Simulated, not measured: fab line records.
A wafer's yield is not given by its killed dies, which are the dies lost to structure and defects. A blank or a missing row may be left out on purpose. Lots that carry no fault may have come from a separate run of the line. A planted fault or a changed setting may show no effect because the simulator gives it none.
fab line records	flow gf180mcu
[record] lots = 24	wafers = 72	lastDay = 34
route steps=602 shown HV_LDD@214 CONTACT@301 V1@336 M2@378 M3@410
lots that met no fault: from a run of the same line without faults
startH: hours from the record's first day to the start of the lot's first wafer shown	waitH: hours since the lot's step before	" same as the row above	L1.1+2: a row that stands for several wafers	- no value present, or no start provided	* or withheld: withheld	< > ~ a bound
route shown NAME@n: NAME is a module with steps in the file, n the number in the route of the first one	usual: mean/standard deviation taken from wafers without a fault	same: alike in all rows	chamber/n: place in a boat	sites: per-site readings	_std_site: standard deviation across them	_edge_site: outer sites' mean less inner sites'	radiusMm: for every site, how far away it sits from the centre of the wafer	mask NAME#n: copy n	behind: the last tool/chamber to shape the wafer	hold: what put the lot on hold/how long, in hours/how the hold closed	device: transistor that didn't switch, given as n, p or np	end of line: tests of these same wafers at the route's end	a step given without rows: its recipe and nothing more	killed: not the wafer's yield, but the dies lost to structure and defects at the first sort	map: a wafer's dies, x killed, . not, _ none there
set.NAME: the run value of the setting; set.NAME@STEP: its run value at that earlier step	model.NAME: the simulator's own value behind a step, which no gauge read
a sample of lots followed through the steps of the route, with each step as a table and each wafer as a row
services: when a tool's chamber went out of use (startH, in hours from the record's first day, below 0 if earlier), for how many hours, and the reason
[[steps]]
[step GF_HV_LDD_TW_MEAS_38]
[usual] HV_LDD_3_TW = 1438/7.6
lot.wafer	tool	chamber	startH	waitH	HV_LDD_3_TW
L074.1	filmMetro-02	-	257.86	0.1	1445
L074.2	"	-	"	"	1441
L074.6	"	-	"	"	1440
L075.2	filmMetro-04	-	262.07	0.1	1443
L075.5	"	-	"	"	1440
L075.6	"	-	"	"	1440
L076.3	filmMetro-03	-	270.29	0.1	1442
L076.4	"	-	"	"	1431
L076.6	"	-	"	"	1433
L077.2	filmMetro-03	-	278.28	0.1	1430
L077.5	"	-	"	"	1436
L077.6	"	-	"	"	1431
L078.1	filmMetro-03	-	284.57	0.1	1436
L078.2	"	-	"	"	1437
L078.5	"	-	"	"	1442
L079.1	filmMetro-04	-	295.01	0.1	1441
L079.2	"	-	"	"	1440
L079.5	"	-	"	"	1441
L080.3	filmMetro-03	-	306.14	0.1	1430
L080.4	"	-	"	"	1427
L080.5	"	-	"	"	1429
L081.1	filmMetro-02	-	315.67	0.1	1441
L081.4	"	-	"	"	1443
L081.6	"	-	"	"	1436
L083.3	filmMetro-04	-	320.24	0.1	1450
L083.4	"	-	"	"	1447
L083.6	"	-	"	"	1456
L082.1	filmMetro-04	-	322.12	0.1	1449
L082.4	"	-	"	"	1456
L082.6	"	-	"	"	1456
L084.2	filmMetro-03	-	333.23	0.1	1430
L084.4	"	-	"	"	1431
L084.5	"	-	"	"	1435
L085.2	filmMetro-03	-	345.37	0.1	1441
L085.3	"	-	"	"	1429
L085.6	"	-	"	"	1426
L086.2	filmMetro-04	-	353.72	0.1	1449
L086.4	"	-	"	"	1438
L086.5	"	-	"	"	1436
L088.2	filmMetro-04	-	362.38	0.1	1442
L088.3	"	-	"	"	1438
L088.6	"	-	"	"	1442
L087.1	filmMetro-02	-	363.93	0.1	1447
L087.3	"	-	"	"	1449
L087.4	"	-	"	"	1447
L089.2	filmMetro-04	-	376.08	0.1	1438
L089.4	"	-	"	"	1438
L089.5	"	-	"	"	1440
L090.2	filmMetro-03	-	376.38	0.1	1431
L090.5	"	-	"	"	1432
L090.6	"	-	"	"	1432
L091.1	filmMetro-03	-	386.12	0.1	1439
L091.2	"	-	"	"	1430
L091.3	"	-	"	"	1431
L092.2	filmMetro-04	-	395.63	0.1	1445
L092.5	"	-	"	"	1435
L092.6	"	-	"	"	1442
L093.1	filmMetro-03	-	404.77	0.1	1429
L093.2	"	-	"	"	1431
L093.5	"	-	"	"	1435
L094.1	filmMetro-02	-	413.22	0.1	1450
L094.4	"	-	"	"	1442
L094.6	"	-	"	"	1439
L095.1	filmMetro-03	-	419.65	0.1	1426
L095.5	"	-	"	"	1426
L095.6	"	-	"	"	1426
L096.2	filmMetro-02	-	424.55	0.1	1438
L096.3	"	-	"	"	1434
L096.5	"	-	"	"	1440
L097.2	filmMetro-04	-	432.63	0.1	1440
L097.3	"	-	"	"	1427
L097.6	"	-	"	"	1438
[step GF_CONTACT_CD_MEAS_14]
[recipe] targetCdNm = 220
[usual] cdNm = 219.4/1.5
lot.wafer	tool	chamber	startH	waitH	cdNm
L074.1	cdSem-01	-	365.66	0.1	220.6
L074.2	"	-	"	"	220.3
L074.6	"	-	"	"	220.2
L075.2	cdSem-02	-	369.23	0.1	222.8
L075.5	"	-	"	"	220.8
L075.6	"	-	"	"	221.3
L076.3	cdSem-01	-	379.85	0.1	219.9
L076.4	"	-	"	"	219.3
L076.6	"	-	"	"	220.4
L077.2	cdSem-01	-	389.38	0.1	219.4
L077.5	"	-	"	"	218.4
L077.6	"	-	"	"	218.3
L078.1	cdSem-02	-	397.15	0.1	218.8
L078.2	"	-	"	"	218.0
L078.5	"	-	"	"	218.7
L079.1	cdSem-01	-	407.66	0.1	217.3
L079.2	"	-	"	"	217.8
L079.5	"	-	"	"	219.0
L080.3	cdSem-02	-	421.54	0.1	217.9
L080.4	"	-	"	"	219.9
L080.5	"	-	"	"	217.6
L081.1	cdSem-02	-	433.71	0.1	216.7
L081.4	"	-	"	"	218.2
L081.6	"	-	"	"	215.9
L083.3	cdSem-02	-	437.70	0.1	219.9
L083.4	"	-	"	"	219.4
L083.6	"	-	"	"	218.8
L082.1	cdSem-01	-	441.71	0.1	220.3
L082.4	"	-	"	"	222.3
L082.6	"	-	"	"	219.8
L084.2	cdSem-02	-	452.67	0.1	221.2
L084.4	"	-	"	"	221.8
L084.5	"	-	"	"	221.4
L085.2	cdSem-01	-	468.13	0.1	219.0
L085.3	"	-	"	"	219.9
L085.6	"	-	"	"	219.1
L086.2	cdSem-02	-	478.58	0.1	216.7
L086.4	"	-	"	"	218.2
L086.5	"	-	"	"	216.5
L088.2	cdSem-01	-	484.83	0.1	219.1
L088.3	"	-	"	"	219.2
L088.6	"	-	"	"	220.0
L087.1	cdSem-01	-	488.10	0.1	218.7
L087.3	"	-	"	"	221.0
L087.4	"	-	"	"	218.2
L089.2	cdSem-02	-	500.68	0.1	220.4
L089.4	"	-	"	"	220.0
L089.5	"	-	"	"	219.4
L090.2	cdSem-01	-	501.63	0.1	218.8
L090.5	"	-	"	"	219.9
L090.6	"	-	"	"	219.0
L091.1	cdSem-01	-	511.11	0.1	221.3
L091.2	"	-	"	"	219.9
L091.3	"	-	"	"	220.0
L092.2	cdSem-02	-	522.43	0.1	218.4
L092.5	"	-	"	"	217.4
L092.6	"	-	"	"	219.1
L093.1	cdSem-01	-	529.76	0.1	220.5
L093.2	"	-	"	"	220.3
L093.5	"	-	"	"	220.5
L094.1	cdSem-01	-	536.51	0.1	217.4
L094.4	"	-	"	"	216.7
L094.6	"	-	"	"	217.7
L095.1	cdSem-01	-	552.15	0.1	218.5
L095.5	"	-	"	"	220.1
L095.6	"	-	"	"	218.7
L096.2	cdSem-01	-	553.93	0.1	219.5
L096.3	"	-	"	"	219.3
L096.5	"	-	"	"	221.0
L097.2	cdSem-01	-	556.03	0.1	222.4
L097.3	"	-	"	"	221.1
L097.6	"	-	"	"	221.7
[step GF_V1_THK_MEAS_01]
[recipe] reads = SiO2_of_V1_CVD_00
[usual] V1_CVD_00_THK = 601/6.5
lot.wafer	tool	chamber	startH	waitH	V1_CVD_00_THK[nm]
L074.1	filmMetro-04	-	390.55	0.0	607
L074.2	"	-	"	"	605
L074.6	"	-	"	"	598
L075.2	filmMetro-04	-	395.41	0.0	597
L075.5	"	-	"	"	609
L075.6	"	-	"	"	598
L076.3	filmMetro-02	-	405.31	0.1	602
L076.4	"	-	"	"	599
L076.6	"	-	"	"	604
L077.2	filmMetro-04	-	415.23	0.0	598
L077.5	"	-	"	"	606
L077.6	"	-	"	"	600
L078.1	filmMetro-04	-	422.93	0.0	602
L078.2	"	-	"	"	603
L078.5	"	-	"	"	604
L079.1	filmMetro-01	-	433.70	0.0	610
L079.2	"	-	"	"	605
L079.5	"	-	"	"	612
L080.3	filmMetro-01	-	448.31	0.1	599
L080.4	"	-	"	"	603
L080.5	"	-	"	"	603
L081.1	filmMetro-01	-	460.63	0.0	590
L081.4	"	-	"	"	584
L081.6	"	-	"	"	595
L083.3	filmMetro-04	-	464.49	0.1	615
L083.4	"	-	"	"	605
L083.6	"	-	"	"	615
L082.1	filmMetro-01	-	468.35	0.0	600
L082.4	"	-	"	"	607
L082.6	"	-	"	"	608
L084.2	filmMetro-01	-	479.60	0.0	596
L084.4	"	-	"	"	607
L084.5	"	-	"	"	594
L085.2	filmMetro-01	-	494.95	0.0	600
L085.3	"	-	"	"	591
L085.6	"	-	"	"	592
L086.2	filmMetro-04	-	504.50	0.0	594
L086.4	"	-	"	"	596
L086.5	"	-	"	"	602
L088.2	filmMetro-01	-	510.46	0.0	596
L088.3	"	-	"	"	601
L088.6	"	-	"	"	602
L087.1	filmMetro-01	-	513.45	0.0	605
L087.3	"	-	"	"	600
L087.4	"	-	"	"	594
L089.2	filmMetro-01	-	526.46	0.0	610
L089.4	"	-	"	"	611
L089.5	"	-	"	"	606
L090.2	filmMetro-01	-	527.12	0.0	611
L090.5	"	-	"	"	609
L090.6	"	-	"	"	604
L091.1	filmMetro-02	-	535.91	0.0	602
L091.2	"	-	"	"	598
L091.3	"	-	"	"	598
L092.2	filmMetro-01	-	554.47	0.0	605
L092.5	"	-	"	"	604
L092.6	"	-	"	"	610
L093.1	filmMetro-04	-	556.82	0.0	607
L093.2	"	-	"	"	605
L093.5	"	-	"	"	603
L094.1	filmMetro-01	-	561.76	0.0	594
L094.4	"	-	"	"	595
L094.6	"	-	"	"	592
L095.1	filmMetro-02	-	575.52	0.1	611
L095.5	"	-	"	"	593
L095.6	"	-	"	"	608
L096.2	filmMetro-01	-	578.68	0.1	591
L096.3	"	-	"	"	586
L096.5	"	-	"	"	594
L097.2	filmMetro-02	-	580.49	0.0	595
L097.3	"	-	"	"	596
L097.6	"	-	"	"	591
[step GF_M2_METAL_ETCH_16]
[recipe] chemistry = Cl2/BCl3	maskMaterial = KrF	targetDepthNm = 750.8	stopOn = SiO2	pressureMtorr = 8	icpW = 800	biasW = 140	Cl2_flow_sccm = 80	bcl3FlowSccm = 40	timeS = 125.1
[usual] drypumpMotorCurrentA = 5.8/0.4	oesProductAu = 0.989/0.0053	throttleValvePct = 28.231/0.011
lot.wafer	tool	chamber	startH	waitH	drypumpMotorCurrentA	oesProductAu	rfHoursCounterH	throttleValvePct
L074.1	rieMetal-02	0	440.56	0.0	6.4	0.999	10	28.236
L074.2	"	1	"	"	5.8	0.991	9	28.240
L074.6	"	1	"	"	5.8	0.997	-	28.241
L075.2	rieMetal-02	1	445.21	0.0	5.8	0.994	9	28.234
L075.5	"	1	"	"	5.8	0.997	-	28.221
L075.6	"	0	"	"	6.5	0.988	-	28.238
L076.3	rieMetal-01	1	455.65	0.1	5.6	0.984	-	28.247
L076.4	"	0	"	"	5.2	0.984	-	28.242
L076.6	"	1	"	"	5.6	0.980	-	28.233
L077.2	rieMetal-01	1	465.77	0.0	5.6	0.996	14	28.232
L077.5	"	1	"	"	5.6	0.992	-	28.233
L077.6	"	0	"	"	5.2	0.974	-	28.238
L078.1	rieMetal-03	1	474.42	0.0	5.6	0.986	5	28.216
L078.2	"	0	"	"	5.9	0.983	4	28.240
L078.5	"	1	"	"	5.6	0.996	-	28.217
L079.1	rieMetal-02	1	483.97	0.0	5.8	0.992	10	28.232
L079.2	"	0	"	"	6.4	0.986	11	28.230
L079.5	"	0	"	"	6.4	0.991	-	28.219
L080.3	rieMetal-03	0	499.76	0.1	5.9	0.993	-	28.236
L080.4	"	1	"	"	5.7	0.991	-	28.225
L080.5	"	1	"	"	5.7	0.996	-	28.239
L081.1	rieMetal-01	1	510.41	0.0	5.6	0.995	15	28.253
L081.4	"	0	"	"	5.2	0.978	-	28.221
L081.6	"	1	"	"	5.6	0.994	-	28.235
L083.3	rieMetal-02	1	514.01	0.1	5.8	0.992	-	28.223
L083.4	"	0	"	"	6.5	0.987	-	28.238
L083.6	"	0	"	"	6.5	0.990	-	28.234
L082.1	rieMetal-02	1	518.51	0.0	5.8	0.992	11	28.235
L082.4	"	1	"	"	5.8	1.003	-	28.224
L082.6	"	1	"	"	5.8	0.994	-	28.237
L084.2	rieMetal-02	0	528.52	0.0	6.4	0.993	12	28.224
L084.4	"	1	"	"	5.8	0.994	-	28.238
L084.5	"	0	"	"	6.4	0.992	-	28.223
L085.2	rieMetal-02	0	552.67	0.0	6.4	0.982	13	28.228
L085.3	"	1	"	"	5.8	0.992	-	28.239
L085.6	"	1	"	"	5.8	0.996	-	28.219
L086.2	rieMetal-02	0	555.36	0.0	6.4	0.989	13	28.228
L086.4	"	1	"	"	5.8	0.990	-	28.226
L086.5	"	1	"	"	5.8	0.996	-	28.230
L088.2	rieMetal-03	1	558.02	0.0	5.6	0.989	7	28.251
L088.3	"	1	"	"	5.7	0.985	-	28.231
L088.6	"	0	"	"	6.0	0.987	-	28.207
L087.1	rieMetal-01	0	560.32	0.0	5.2	0.990	4	28.237
L087.3	"	0	"	"	5.2	0.989	-	28.250
L087.4	"	0	"	"	5.2	0.989	-	28.232
L089.2	rieMetal-02	0	577.76	0.1	6.4	0.987	-	28.215
L089.4	"	0	"	"	6.4	0.996	-	28.240
L089.5	"	0	"	"	6.4	0.994	-	28.223
L090.2	rieMetal-01	0	577.91	0.0	5.2	0.985	5	28.252
L090.5	"	0	"	"	5.2	0.986	-	28.241
L090.6	"	1	"	"	5.6	0.984	-	28.247
L091.1	rieMetal-03	0	583.26	0.0	5.9	0.986	6	28.239
L091.2	"	1	"	"	5.6	0.987	8	28.253
L091.3	"	0	"	"	5.9	0.991	-	28.231
L092.2	rieMetal-01	0	600.31	0.0	5.3	0.978	6	28.254
L092.5	"	1	"	"	5.6	0.995	-	28.242
L092.6	"	0	"	"	5.2	0.982	-	28.229
L093.1	rieMetal-03	0	602.24	0.0	5.9	0.978	7	28.248
L093.2	"	1	"	"	5.6	0.983	8	28.232
L093.5	"	1	"	"	5.7	0.988	-	28.238
L094.1	rieMetal-02	0	607.06	0.0	6.4	0.984	15	28.222
L094.4	"	0	"	"	6.4	0.987	-	28.203
L094.6	"	1	"	"	5.8	0.994	-	28.231
L095.1	rieMetal-01	1	619.32	0.0	5.6	0.996	2	28.226
L095.5	"	1	"	"	5.6	0.985	-	28.227
L095.6	"	0	"	"	5.2	0.986	-	28.220
L096.2	rieMetal-01	0	623.49	0.0	5.2	0.979	7	28.235
L096.3	"	1	"	"	5.6	0.986	-	28.235
L096.5	"	1	"	"	5.6	0.997	-	28.231
L097.2	rieMetal-03	1	624.42	0.0	5.7	0.995	9	28.243
L097.3	"	0	"	"	6.0	0.995	-	28.224
L097.6	"	1	"	"	5.7	0.994	-	28.228
[step GF_M3_SPUTTER_01]
[recipe] material = TiN	targetThkNm = 30	powerW = 6500	timeS = 25	chamberPressurePa = 0.4
[usual] throttleValvePct = 29.5/0.89
lot.wafer	tool	chamber	startH	waitH	throttleValvePct
L074.1	pvdSputter-03	-	467.57	0.1	30.1
L074.2	"	-	"	"	29.4
L074.6	"	-	"	"	29.4
L075.2	pvdSputter-01	-	471.82	0.1	28.7
L075.5	"	-	"	"	30.3
L075.6	"	-	"	"	28.4
L076.3	pvdSputter-03	-	482.02	0.1	29.0
L076.4	"	-	"	"	30.3
L076.6	"	-	"	"	30.2
L077.2	pvdSputter-01	-	493.09	0.1	31.3
L077.5	"	-	"	"	30.5
L077.6	"	-	"	"	28.8
L078.1	pvdSputter-03	-	501.58	0.1	29.7
L078.2	"	-	"	"	29.0
L078.5	"	-	"	"	30.1
L079.1	pvdSputter-03	-	510.62	0.1	28.9
L079.2	"	-	"	"	29.5
L079.5	"	-	"	"	29.3
L080.3	pvdSputter-01	-	531.79	0.1	28.6
L080.4	"	-	"	"	29.0
L080.5	"	-	"	"	28.6
L081.1	pvdSputter-01	-	535.85	0.1	30.5
L081.4	"	-	"	"	31.1
L081.6	"	-	"	"	28.9
L083.3	pvdSputter-01	-	538.22	0.1	29.0
L083.4	"	-	"	"	31.2
L083.6	"	-	"	"	29.0
L082.1	pvdSputter-03	-	542.62	0.1	30.2
L082.4	"	-	"	"	29.6
L082.6	"	-	"	"	30.0
L084.2	pvdSputter-03	-	556.95	0.1	29.9
L084.4	"	-	"	"	29.3
L084.5	"	-	"	"	30.3
L085.2	pvdSputter-03	-	577.02	0.1	29.0
L085.3	"	-	"	"	29.2
L085.6	"	-	"	"	29.9
L086.2	pvdSputter-03	-	580.25	0.1	29.3
L086.4	"	-	"	"	30.0
L086.5	"	-	"	"	29.4
L088.2	pvdSputter-02	-	582.57	0.1	27.8
L088.3	"	-	"	"	28.6
L088.6	"	-	"	"	29.5
L087.1	pvdSputter-01	-	585.15	0.1	30.4
L087.3	"	-	"	"	29.0
L087.4	"	-	"	"	29.3
L089.2	pvdSputter-01	-	602.62	0.1	30.9
L089.4	"	-	"	"	30.3
L089.5	"	-	"	"	31.3
L090.2	pvdSputter-02	-	602.69	0.1	27.5
L090.5	"	-	"	"	27.5
L090.6	"	-	"	"	31.0
L091.1	pvdSputter-02	-	607.67	0.1	28.5
L091.2	"	-	"	"	30.7
L091.3	"	-	"	"	27.5
L092.2	pvdSputter-03	-	624.12	0.1	29.8
L092.5	"	-	"	"	29.1
L092.6	"	-	"	"	30.1
L093.1	pvdSputter-02	-	625.76	0.1	30.6
L093.2	"	-	"	"	29.4
L093.5	"	-	"	"	27.3
L094.1	pvdSputter-03	-	630.37	0.1	29.8
L094.4	"	-	"	"	30.0
L094.6	"	-	"	"	29.1
L095.1	pvdSputter-03	-	642.08	0.1	29.2
L095.5	"	-	"	"	29.8
L095.6	"	-	"	"	29.2
L096.2	pvdSputter-03	-	645.67	0.1	29.2
L096.3	"	-	"	"	30.0
L096.5	"	-	"	"	30.4
L097.2	pvdSputter-02	-	647.70	0.1	27.6
L097.3	"	-	"	"	29.3
L097.6	"	-	"	"	28.6
[step GF_M3_OVL_MEAS_15]
[usual] M3_OVL = 1/4.6
lot.wafer	tool	chamber	startH	waitH	M3_OVL[nm]
L074.1	overlay-01	-	491.32	0.1	0
L074.2	"	-	"	"	-2
L074.6	"	-	"	"	2
L075.2	overlay-01	-	496.17	0.1	7
L075.5	"	-	"	"	10
L075.6	"	-	"	"	4
L076.3	overlay-01	-	506.03	0.1	4
L076.4	"	-	"	"	3
L076.6	"	-	"	"	1
L077.2	overlay-02	-	516.39	0.1	-3
L077.5	"	-	"	"	5
L077.6	"	-	"	"	6
L078.1	overlay-02	-	524.97	0.1	-5
L078.2	"	-	"	"	-6
L078.5	"	-	"	"	-7
L079.1	overlay-01	-	533.42	0.1	1
L079.2	"	-	"	"	1
L079.5	"	-	"	"	7
L080.3	overlay-01	-	554.03	0.1	3
L080.4	"	-	"	"	4
L080.5	"	-	"	"	4
L081.1	overlay-02	-	558.22	0.1	3
L081.4	"	-	"	"	-5
L081.6	"	-	"	"	-1
L083.3	overlay-02	-	561.23	0.1	3
L083.4	"	-	"	"	0
L083.6	"	-	"	"	0
L082.1	overlay-01	-	564.42	0.1	-3
L082.4	"	-	"	"	-4
L082.6	"	-	"	"	-5
L084.2	overlay-01	-	579.48	0.1	-5
L084.4	"	-	"	"	-2
L084.5	"	-	"	"	4
L085.2	overlay-01	-	598.33	0.1	5
L085.3	"	-	"	"	12
L085.6	"	-	"	"	7
L086.2	overlay-01	-	601.49	0.1	5
L086.4	"	-	"	"	8
L086.5	"	-	"	"	10
L088.2	overlay-02	-	603.23	0.1	2
L088.3	"	-	"	"	-2
L088.6	"	-	"	"	-10
L087.1	overlay-01	-	606.67	0.1	1
L087.3	"	-	"	"	0
L087.4	"	-	"	"	5
L089.2	overlay-01	-	623.22	0.1	3
L089.4	"	-	"	"	2
L089.5	"	-	"	"	-2
L090.2	overlay-01	-	623.70	0.1	0
L090.5	"	-	"	"	-3
L090.6	"	-	"	"	2
L091.1	overlay-01	-	628.17	0.1	-3
L091.2	"	-	"	"	-2
L091.3	"	-	"	"	3
L092.2	overlay-02	-	643.82	0.1	1
L092.5	"	-	"	"	-2
L092.6	"	-	"	"	-6
L093.1	overlay-02	-	646.22	0.1	0
L093.2	"	-	"	"	3
L093.5	"	-	"	"	0
L094.1	overlay-01	-	650.39	0.1	10
L094.4	"	-	"	"	5
L094.6	"	-	"	"	3
L095.1	overlay-02	-	662.42	0.1	-9
L095.5	"	-	"	"	-1
L095.6	"	-	"	"	1
L096.2	overlay-02	-	664.89	0.1	-2
L096.3	"	-	"	"	5
L096.5	"	-	"	"	3
L097.2	overlay-02	-	667.22	0.1	10
L097.3	"	-	"	"	13
L097.6	"	-	"	"	10
[[services]]
tool	chamber	startH	hours	kind
pvdSputter-01	0	446.75	-	consumableReplace:kit
pvdSputter-01	0	446.75	18.0	scheduledDown
pvdSputter-01	0	446.75	18.0	ventCycle
rieMetal-02	-	459.91	0.8	repair
rieMetal-01	-	475.04	0.7	repair
pvdSputter-02	-	496.57	5.7	repair
pvdSputter-03	1	505.94	-	consumableReplace:kit
pvdSputter-03	1	505.94	18.0	scheduledDown
pvdSputter-03	1	505.94	18.0	ventCycle
rieMetal-02	-	519.84	0.3	repair
rieMetal-03	0	534.32	3.7	repair
rieMetal-01	1	535.34	-	clean
rieMetal-01	1	535.34	32.9	scheduledDown
rieMetal-01	1	535.34	32.9	ventCycle
rieMetal-02	1	574.44	-	clean
rieMetal-02	1	574.44	21.9	scheduledDown
rieMetal-02	1	574.44	21.9	ventCycle
pvdSputter-01	3	603.53	-	consumableReplace:kit
pvdSputter-01	3	603.53	18.0	scheduledDown
pvdSputter-01	3	603.53	18.0	ventCycle
rieMetal-03	1	626.40	-	clean
rieMetal-03	1	626.40	17.8	scheduledDown
rieMetal-03	1	626.40	17.8	ventCycle
rieMetal-03	-	642.71	0.7	repair
[[key]]
fault none
